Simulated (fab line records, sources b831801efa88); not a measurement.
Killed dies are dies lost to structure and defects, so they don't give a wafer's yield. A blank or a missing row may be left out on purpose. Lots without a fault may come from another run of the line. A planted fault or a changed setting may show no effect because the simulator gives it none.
fab line records | flow gf180mcu
record lots=14 wafers=42 last_day=34
route steps=602 shown HV_LDD@228 SALICIDE@284 V1@336
lots that met no fault: from a run of the same line without faults
start_h: hours from the record's first day to the start of the lot's first wafer shown | wait_h: hours since the lot's step before | " the same as in the row above | L1.1+2: a row that stands for several wafers | - no value, or no start given | * or withheld: withheld | < > ~ a bound
route shown NAME@n: a module of which the file shows steps, and the number in the route of the first | usual: mean/standard deviation of fault-free wafers | same: alike in all rows | chamber/n: place in a boat | sites: the reading at each site | _std_site: their standard deviation | _edge_site: outer sites' mean less inner sites' | radius_mm: how far each site lies from the wafer's centre | mask NAME#n: copy n | behind: the tool/chamber that last shaped the wafer | hold: why the lot was held/for how many hours/how that ended | device: the transistor (n, p or np) that didn't switch | end of line: the same wafers' tests at the end of the route | a step without rows: its recipe alone | killed: dies lost to structure and defects at the first sort, not the wafer's yield | map: a wafer's dies, x killed, . not, _ none there
set.NAME: the setting as run; set.NAME@STEP: as run at that earlier step | model.NAME: the simulator's own value behind a step, which no gauge read
steps of the route over a sample of lots; a table a step, a row a wafer
services: from which hour (start_h, from the record's first day; less than 0 if before it) a tool's chamber was out of use, for how many hours, and why
## steps
# step GF_HV_LDD_RTA_52
# recipe temp_c=1000 time_s=10 ambient=N2
# usual lamp_power_pct=32.8/0.81 wafer_temp_C_max=1003.9/0.88
# columns lot.wafer tool chamber start_h wait_h lamp_power_pct wafer_temp_C_max
L544.2 rtp_anneal-02 0 282.84 0.0 31.9 1002.9
L544.3 " 0 " " 32.0 1003.1
L544.5 " 0 " " 31.9 1003.8
L546.1 rtp_anneal-01 0 299.82 0.0 33.5 1005.0
L546.2 " 0 " " 33.5 1003.6
L546.4 " 0 " " 33.5 1005.0
L548.2 rtp_anneal-01 0 302.95 0.0 33.6 1004.8
L548.4 " 0 " " 33.5 1004.1
L548.6 " 0 " " 33.5 1004.0
L549.1 rtp_anneal-01 0 324.42 0.0 33.5 1003.4
L549.3 " 0 " " 33.5 1003.2
L549.4 " 0 " " 33.5 1003.9
L550.1 rtp_anneal-02 0 324.72 0.0 31.9 1004.1
L550.3 " 0 " " 31.9 1004.5
L550.4 " 0 " " 31.9 1004.5
L551.2 rtp_anneal-01 0 325.57 0.0 33.5 1005.2
L551.5 " 0 " " 33.5 1004.8
L551.6 " 0 " " 33.5 1005.0
L552.2 rtp_anneal-02 0 347.23 0.0 31.9 1004.0
L552.3 " 0 " " 31.9 1003.8
L552.5 " 0 " " 31.9 1004.0
L553.1 rtp_anneal-01 0 347.52 0.0 33.6 1004.1
L553.4 " 0 " " 33.5 1004.7
L553.5 " 0 " " 33.5 1004.7
L555.3 rtp_anneal-02 0 358.91 0.0 31.9 1002.2
L555.4 " 0 " " 31.9 1003.3
L555.6 " 0 " " 32.0 1002.7
L557.1 rtp_anneal-02 0 392.74 0.0 23.6 887.1
L557.4 " 0 " " 23.5 886.8
L557.6 " 0 " " 23.6 886.9
L559.1 rtp_anneal-02 0 399.24 0.0 23.5 887.6
L559.4 " 0 " " 23.6 887.9
L559.6 " 0 " " 23.6 886.0
L560.1 rtp_anneal-01 0 399.77 0.0 33.5 1005.1
L560.3 " 0 " " 33.6 1003.8
L560.6 " 0 " " 33.5 1004.9
L562.1 rtp_anneal-02 0 420.82 0.0 23.5 887.9
L562.2 " 0 " " 23.5 887.6
L562.6 " 0 " " 23.6 887.2
L567.1 rtp_anneal-01 0 467.57 0.0 33.5 1004.5
L567.4 " 0 " " 33.5 1002.5
L567.5 " 0 " " 33.5 1004.0
# step GF_HV_LDD_RS_MEAS_53
# recipe thk_meas_gauge=four-point-probe
# usual HV_LDD_RS=417.8/0.99
# columns lot.wafer tool chamber start_h wait_h HV_LDD_RS[ohm/sq]
L544.2 film_metro-02 - 282.92 0.1 419.4
L544.3 " - " " 419.1
L544.5 " - " " 420.6
L546.1 film_metro-04 - 299.89 0.1 415.9
L546.2 " - " " 416.7
L546.4 " - " " 416.1
L548.2 film_metro-02 - 303.03 0.1 418.4
L548.4 " - " " 417.8
L548.6 " - " " 417.7
L549.1 film_metro-04 - 324.49 0.1 418.5
L549.3 " - " " 417.9
L549.4 " - " " 417.4
L550.1 film_metro-01 - 324.79 0.1 416.3
L550.3 " - " " 417.4
L550.4 " - " " 417.0
L551.2 film_metro-04 - 325.64 0.1 417.0
L551.5 " - " " 417.8
L551.6 " - " " 417.9
L552.2 film_metro-02 - 347.31 0.1 417.5
L552.3 " - " " 417.9
L552.5 " - " " 417.4
L553.1 film_metro-02 - 347.59 0.1 418.8
L553.4 " - " " 418.1
L553.5 " - " " 419.1
L555.3 film_metro-01 - 358.99 0.1 416.9
L555.4 " - " " 417.0
L555.6 " - " " 417.1
L557.1 film_metro-04 - 392.80 0.1 414.6
L557.4 " - " " 414.1
L557.6 " - " " 413.8
L559.1 film_metro-04 - 399.31 0.1 412.7
L559.4 " - " " 412.2
L559.6 " - " " 412.9
L560.1 film_metro-01 - 399.83 0.1 417.9
L560.3 " - " " 419.0
L560.6 " - " " 417.7
L562.1 film_metro-01 - 420.89 0.1 414.5
L562.2 " - " " 414.1
L562.6 " - " " 415.1
L567.1 film_metro-01 - 467.63 0.1 417.1
L567.4 " - " " 418.5
L567.5 " - " " 418.6
# step GF_SALICIDE_RTA_06
# recipe temp_c=530 time_s=30 ambient=N2
# usual lamp_power_pct=6.19/0.15 wafer_temp_C_max=532.1/0.56
# columns lot.wafer tool chamber start_h wait_h lamp_power_pct wafer_temp_C_max
L544.2 rtp_anneal-02 0 349.79 0.1 6.00 531.7
L544.3 " 0 " " 6.01 532.2
L544.5 " 0 " " 6.01 531.5
L546.1 rtp_anneal-01 0 368.68 0.1 6.31 531.6
L546.2 " 0 " " 6.31 532.7
L546.4 " 0 " " 6.32 531.9
L548.2 rtp_anneal-01 0 375.09 0.1 6.33 531.4
L548.4 " 0 " " 6.31 532.4
L548.6 " 0 " " 6.31 532.4
L549.1 rtp_anneal-01 0 396.08 0.1 6.30 532.2
L549.3 " 0 " " 6.31 533.2
L549.4 " 0 " " 6.30 532.2
L551.2 rtp_anneal-02 0 398.75 0.1 6.01 531.8
L551.5 " 0 " " 6.00 532.3
L551.6 " 0 " " 6.02 531.6
L550.1 rtp_anneal-01 0 399.38 0.1 6.31 532.7
L550.3 " 0 " " 6.32 533.3
L550.4 " 0 " " 6.31 531.8
L552.2 rtp_anneal-02 0 419.74 0.1 6.01 532.0
L552.3 " 0 " " 6.01 531.7
L552.5 " 0 " " 6.01 531.4
L553.1 rtp_anneal-01 0 422.72 0.1 6.32 532.6
L553.4 " 0 " " 6.31 531.9
L553.5 " 0 " " 6.31 533.0
L555.3 rtp_anneal-02 0 432.01 0.1 6.01 531.3
L555.4 " 0 " " 6.01 532.1
L555.6 " 0 " " 6.01 531.9
L557.1 rtp_anneal-01 0 470.55 0.1 6.32 532.7
L557.4 " 0 " " 6.32 532.1
L557.6 " 0 " " 6.31 532.6
L560.1 rtp_anneal-01 0 476.24 0.1 6.31 533.1
L560.3 " 0 " " 6.31 531.8
L560.6 " 0 " " 6.31 532.8
L559.1 rtp_anneal-02 0 476.36 0.1 6.01 531.7
L559.4 " 0 " " 6.01 531.6
L559.6 " 0 " " 6.00 531.3
L562.1 rtp_anneal-02 0 498.68 0.1 6.01 531.2
L562.2 " 0 " " 6.01 531.6
L562.6 " 0 " " 6.01 531.6
L567.1 rtp_anneal-02 0 542.29 0.1 6.01 531.6
L567.4 " 0 " " 6.01 530.9
L567.5 " 0 " " 6.02 531.5
# step GF_V1_THK_MEAS_01
# recipe reads=SiO2_of_V1_CVD_00
# usual V1_CVD_00_THK=601/5.5
# columns lot.wafer tool chamber start_h wait_h V1_CVD_00_THK[nm]
L544.2 film_metro-03 - 397.73 0.0 604
L544.3 " - " " 606
L544.5 " - " " 599
L546.1 film_metro-03 - 418.31 0.1 590
L546.2 " - " " 601
L546.4 " - " " 602
L548.2 film_metro-01 - 424.70 0.0 613
L548.4 " - " " 607
L548.6 " - " " 611
L549.1 film_metro-04 - 447.04 0.0 590
L549.3 " - " " 612
L549.4 " - " " 592
L551.2 film_metro-03 - 449.30 0.0 607
L551.5 " - " " 606
L551.6 " - " " 597
L550.1 film_metro-03 - 450.78 0.0 600
L550.3 " - " " 600
L550.4 " - " " 597
L552.2 film_metro-04 - 471.35 0.0 608
L552.3 " - " " 601
L552.5 " - " " 604
L553.1 film_metro-04 - 474.03 0.0 607
L553.4 " - " " 599
L553.5 " - " " 594
L555.3 film_metro-01 - 483.28 0.1 605
L555.4 " - " " 598
L555.6 " - " " 594
L557.1 film_metro-04 - 521.84 0.0 597
L557.4 " - " " 599
L557.6 " - " " 608
L560.1 film_metro-03 - 526.96 0.0 599
L560.3 " - " " 607
L560.6 " - " " 610
L559.1 film_metro-01 - 528.21 0.1 608
L559.4 " - " " 599
L559.6 " - " " 591
L562.1 film_metro-03 - 547.94 0.0 599
L562.2 " - " " 603
L562.6 " - " " 603
L567.1 film_metro-03 - 590.02 0.0 598
L567.4 " - " " 599
L567.5 " - " " 599
# step GF_V1_CD_MEAS_14
# recipe target_cd_nm=260
# usual cd_nm=260.8/1.2
# columns lot.wafer tool chamber start_h wait_h cd_nm
L544.2 cd_sem-02 - 421.72 0.1 261.5
L544.3 " - " " 261.8
L544.5 " - " " 261.4
L546.1 cd_sem-01 - 443.42 0.1 261.1
L546.2 " - " " 261.7
L546.4 " - " " 261.9
L548.2 cd_sem-01 - 449.87 0.1 260.0
L548.4 " - " " 261.7
L548.6 " - " " 261.8
L549.1 cd_sem-01 - 471.10 0.1 261.1
L549.3 " - " " 261.0
L549.4 " - " " 260.2
L551.2 cd_sem-01 - 473.14 0.2 260.5
L551.5 " - " " 259.6
L551.6 " - " " 260.2
L550.1 cd_sem-02 - 475.22 0.1 260.5
L550.3 " - " " 261.2
L550.4 " - " " 261.4
L552.2 cd_sem-02 - 496.24 0.1 262.0
L552.3 " - " " 261.8
L552.5 " - " " 261.4
L553.1 cd_sem-01 - 498.37 0.1 260.9
L553.4 " - " " 260.8
L553.5 " - " " 259.5
L555.3 cd_sem-01 - 507.34 0.1 261.0
L555.4 " - " " 261.1
L555.6 " - " " 260.6
L557.1 cd_sem-01 - 544.75 0.1 262.2
L557.4 " - " " 261.9
L557.6 " - " " 263.2
L560.1 cd_sem-02 - 550.45 0.1 260.0
L560.3 " - " " 261.0
L560.6 " - " " 260.3
L559.1 cd_sem-01 - 550.80 0.1 259.2
L559.4 " - " " 259.3
L559.6 " - " " 259.8
L562.1 cd_sem-02 - 570.46 0.1 262.0
L562.2 " - " " 261.4
L562.6 " - " " 262.7
L567.1 cd_sem-01 - 611.35 0.1 258.7
L567.4 " - " " 259.0
L567.5 " - " " 259.3
## services
# columns tool chamber start_h hours kind
rtp_anneal-01 - 272.95 3.9 pm
rtp_anneal-02 - 386.73 4.2 pm
## key
first_sign step=GF_HV_LDD_RTA_52 reading=wafer_temp_C_max direction=down sigmas=99+ usual=* struck=*
effect step=GF_HV_LDD_RTA_52 reading=lamp_power_pct direction=down sigmas=11 usual=32.8 struck=23.6
effect step=GF_HV_LDD_RS_MEAS_53 reading=HV_LDD_RS direction=down sigmas=4.1 usual=417.8 struck=413.8
met_at GF_HV_LDD_RTA_52
struck_lots L557,L559,L562
tester_left_out L557,L559,L562
not_acting_at GF_SALICIDE_RTA_06,GF_V1_THK_MEAS_01,GF_V1_CD_MEAS_14
onset_between 358.91 392.74
fault kind=process_parameter_drift tool=rtp_anneal-02 chamber=- onset_h=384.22 steps=GF_HV_LDD_RTA_52 channel=temp_c offset=* shape=step end_h=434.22 acts_in=* stated=*
# tester_left_out: of these lots the tester's yield and bins aren't shown, on N5 and GAA mostly nor the transistor test; their killed dies are dies lost to structure and defects alone, not to doping, threshold or leakage, so they don't give the yield
